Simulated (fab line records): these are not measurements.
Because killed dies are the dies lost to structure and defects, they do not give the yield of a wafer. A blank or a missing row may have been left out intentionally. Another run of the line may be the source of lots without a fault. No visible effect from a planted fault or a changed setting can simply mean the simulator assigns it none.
Problem report in the 8D (eight disciplines) form, filled by code :: flow gf180mcu :: the parts of the form that need people (team, actions taken, sign-off) are left out

## 1. WHAT IS WRONG
beam-energy-keV at GF_HV_LDD_IMPLANT_21 reads a mean of 23.178 on 6 wafers of 2 lots; wafers without a fault read 24.999 with a standard deviation of 0.0066. So: -99 or more standard deviations from the usual mean.
Earliest sighting: wafer L888.1 on implanter-03 at day 14 17:54. At this step, 39 wafers from 13 lots have a number in the record. By rule, "out" or "out of limits" means more than 4 standard deviations away from the usual mean. The other wafers with a number count as sound.

## 2. WHAT IT IS AND WHAT IT IS NOT
question: which readings at this step
is: beam-energy-keV
is not: -

question: which lots
is: L888, L892
is not: L877, L880, L882, L883, L884, L885, L886, L887, L896, L897, L899

question: which wafers of those lots
is: all that have a number
is not: -

question: read on which tools
is: implanter-03
is not: implanter-01, implanter-04

question: when
is: from day 14 17:54
is not: up to then (24 sound wafers); but 9 sound wafers of L896, L897, L899 came after

## 3. THE SUSPECTS, EACH WITH WHAT RULES IT OUT
Counting: a tool stays on the suspect list if, at a process step up to the reading, it processed all lots that are out and no sound lot following the first of them.
- implanter-03 at GF_HV_LDD_IMPLANT_21: kept. All lots that are out passed through it, beginning with L888 at day 14 17:54, and no sound lot followed; its final sound lot before that point was L887 at day 14 06:09. Its own readings are out on those wafers: beam-energy-keV.
The count leaves implanter-03 at GF_HV_LDD_IMPLANT_21.

## 4. THE CAUSE (what the simulator had put in)
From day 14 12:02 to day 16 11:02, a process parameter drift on implanter-03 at GF_HV_LDD_IMPLANT_21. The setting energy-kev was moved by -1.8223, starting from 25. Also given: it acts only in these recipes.
This tool alone remained once counting was done.

## 5. SEQUENCE OF EFFECTS, ordered by route
Rows list readings where the struck wafers' mean (over those with a number) sits beyond 3 standard deviations from the usual. Readings are gone through only where the record gives a usual standard deviation; hours: the median, over the lots, of the time from a lot's start at the first step in this table giving one to that lot's start at this step; sigmas: the change measured in usual standard deviations.
hours: 0
step: GF_HV_LDD_IMPLANT_21
reading: beam-energy-keV
usual: 24.999
on struck wafers: 23.178
change: -1.821
sigmas: -99 or more
Its process steps:
- GF_HV_LDD_IMPLANT_21
At these later measuring or inspecting steps, every struck wafer for which the step has a row has a number for every such reading, and none has moved that far: GF_HV_LDD_TW_MEAS_23.

## 6. HOW IT WOULD HAVE BEEN CAUGHT EARLIER
In this record the first reading out of limits was taken at day 14 17:54, 6 hours after the fault began at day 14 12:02.
